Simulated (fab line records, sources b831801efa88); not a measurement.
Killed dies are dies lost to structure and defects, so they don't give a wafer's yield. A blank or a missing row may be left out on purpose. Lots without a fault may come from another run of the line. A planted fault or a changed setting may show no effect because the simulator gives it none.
Chamber matching | flow sky130 | SKY_VIA3_CMP_24 on cmp-01: 4 sister chambers
The step polishes, stops on SiO2, t overpolish 20 s, target thk 0 nm. 14 wafers are shown with their chamber, then 7 later ones without.

WAFERS WITH THEIR CHAMBER
wafer  | chamber | motor_current_A (A) | time_to_endpoint_s (s) | overpolish_run_s (s)
L541.1 | 3       | 10.7                | 105                    | 19.998
L541.4 | 0       | 10.5                | 95                     | 20.005
L541.6 | 3       | 10.6                | 106                    | 19.995
L542.1 | 0       | 10.4                | 93                     | 19.994
L542.3 | 2       | 11.8                | 96                     | 20.007
L542.6 | 0       | 10.3                | 97                     | 20.014
L544.2 | 3       | 10.7                | 109                    | 20.006
L544.3 | 2       | 11.9                | 104                    | 20.008
L544.4 | 0       | 10.0                | 100                    | 19.999
L553.2 | 2       | 11.3                | 99                     | 19.997
L553.4 | 1       | 9.5                 | 102                    | 20.004
L553.6 | 1       | 8.4                 | 101                    | 20.010
L554.3 | 2       | 11.1                | 88                     | 20.003
L554.4 | 3       | 10.0                | 97                     | 20.008

SIGNATURES (means of the wafers above)
reading            | chamber 0 | chamber 1 | chamber 2 | chamber 3 | scatter within a chamber
motor_current_A    | 10.300    | 8.950     | 11.525    | 10.500    | 0.391
time_to_endpoint_s | 96.25     | 101.50    | 96.75     | 104.25    | 4.91
overpolish_run_s   | 20.00300  | 20.00700  | 20.00375  | 20.00175  | 0.00657
Rule: a wafer's distance from a chamber is the root of the sum, over the readings, of the square of ((its reading less the chamber's mean) divided by the reading's scatter). The wafer belongs to the nearest chamber; if the next one is less than 2 further off, it can't be placed. The scatter: the root of (the sum of the squares of (reading less its chamber's mean) over the shown wafers, divided by (wafers less chambers)).

WAFERS WITHOUT THEIR CHAMBER
wafer  | motor_current_A (A) | time_to_endpoint_s (s) | overpolish_run_s (s)
L554.6 | 10.0                | 91                     | 19.993
L556.3 | 11.7                | 99                     | 20.007
L556.5 | 10.2                | 105                    | 19.996
L556.6 | 10.1                | 93                     | 20.012
L559.1 | 10.1                | 91                     | 19.998
L559.4 | 8.8                 | 97                     | 19.990
L559.5 | 8.9                 | 101                    | 20.004

WHICH CHAMBER EACH WENT THROUGH
wafer  | from the rows above          | in truth
L554.6 | can't be placed: 0 or 3      | 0
L556.3 | 2                            | 2
L556.5 | can't be placed: 3 or 0      | 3
L556.6 | can't be placed: 0 or 3 or 1 | 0
L559.1 | can't be placed: 0 or 3      | 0
L559.4 | can't be placed: 1 or 0      | 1
L559.5 | 1                            | 1
Placed correctly: 2 of 7. Can't be placed from these rows: 5 (the true chamber is among the candidates in 5). Placed wrongly: 0.
